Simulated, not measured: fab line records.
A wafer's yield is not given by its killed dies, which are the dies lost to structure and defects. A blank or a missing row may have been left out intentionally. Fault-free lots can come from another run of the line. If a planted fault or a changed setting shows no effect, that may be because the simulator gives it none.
A lot that was struck, set against a sound lot || flow gf180mcu || 14 steps out of a route of 602
Sound: these wafers, L116.1, L116.3, L116.6. Wafers struck: L130.1, L130.5, L130.6. Last of all comes the cause.
Each step with rows lists, per side, the tool, then ch with its chambers, then its first start. Under that, the readings that differ: sound wafers || struck wafers || difference of the means || sigmas: that difference in standard deviations of wafers without a fault.
alike: same words and numbers on both sides, and readings whose means sit less than 2 such deviations apart. not compared: any withheld reading, any reading some wafer has no value for, any bound like >300 that may hide the same value, and any number with overlapping values for which the record gives no deviation.
The two part at a step that has a row with sigmas, a row that says differs or no value, or rows on one side only. Numbers that have no deviation but don't overlap get no sigmas and don't part them. A reading that every wafer of one side lacks parts them only if that side has two wafers or more.

first, 1 step without rows for these wafers: GF_V5_CMP_26 (polishes, stops on SiO2, t overpolish 15 s, target thk 0 nm).
GF_TOP_METAL_SPUTTER_00: material Ti, target thk 37.5 nm, time 150 s.
  struck on pvd-sputter-03, day 32 08:38; sound on pvd-sputter-04, day 28 03:43
  alike: throttle-valve-pct
GF_TOP_METAL_SPUTTER_01: material TiN, target thk 30 nm, time 25 s.
  struck on pvd-sputter-03, day 32 08:44; sound on pvd-sputter-04, day 28 03:49
  alike: throttle-valve-pct
GF_TOP_METAL_SPUTTER_02: material AlCu, target thk 900 nm, time 47.82 s.
  struck on pvd-sputter-03, day 32 08:46; sound on pvd-sputter-04, day 28 03:50
  alike: throttle-valve-pct
GF_TOP_METAL_SPUTTER_03: material Ti, target thk 5 nm, time 3.3 s.
  struck on pvd-sputter-03, day 32 08:48; sound on pvd-sputter-04, day 28 03:53
  alike: throttle-valve-pct
GF_TOP_METAL_SPUTTER_04: material TiN, target thk 25 nm, time 20.8 s.
  struck on pvd-sputter-03, day 32 08:49; sound on pvd-sputter-04, day 28 03:55
  alike: throttle-valve-pct
GF_TOP_METAL_RS_MEAS_05: measurement is done with a four-point probe.
  struck on film-metro-01, day 32 08:51; sound on film-metro-02, day 28 03:56
  alike: TOP_METAL_ALCU_RS
GF_TOP_METAL_THK_MEAS_06: measures by xrf.
  struck on film-metro-01, day 32 08:58; sound on film-metro-02, day 28 04:03
  alike: TOP_METAL_ALCU_THK
then, 4 steps without rows for these wafers: GF_TOP_METAL_DEHYDRATE_07 (time 60 s); GF_TOP_METAL_HMDS_08 (prime time 60 s); GF_TOP_METAL_COAT_09 (resist thk 1500 nm); GF_TOP_METAL_SOFTBAKE_10 (time 60 s).
GF_TOP_METAL_EXPOSE_11: exposes mask MetalTop, target cd 440 nm.
  struck on iline-stepper-02, day 32 17:17; sound on iline-stepper-02 ch 0, day 28 15:00
  no value came back on the struck wafers for exposure-dose-mJ-cm2, focus-offset-nm (nm), na, sigma-outer; on the sound wafers exposure-dose-mJ-cm2 reads 169.80 169.86 169.73
  alike: mask
then, 1 step without rows for these wafers: GF_TOP_METAL_PEB_12.

WHERE THEY PART
Only at GF_TOP_METAL_EXPOSE_11, within this record.

WHY: what the simulator had put in
Whole step skipped at GF_TOP_METAL_EXPOSE_11 on iline-stepper-02, starting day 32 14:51. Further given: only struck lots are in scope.
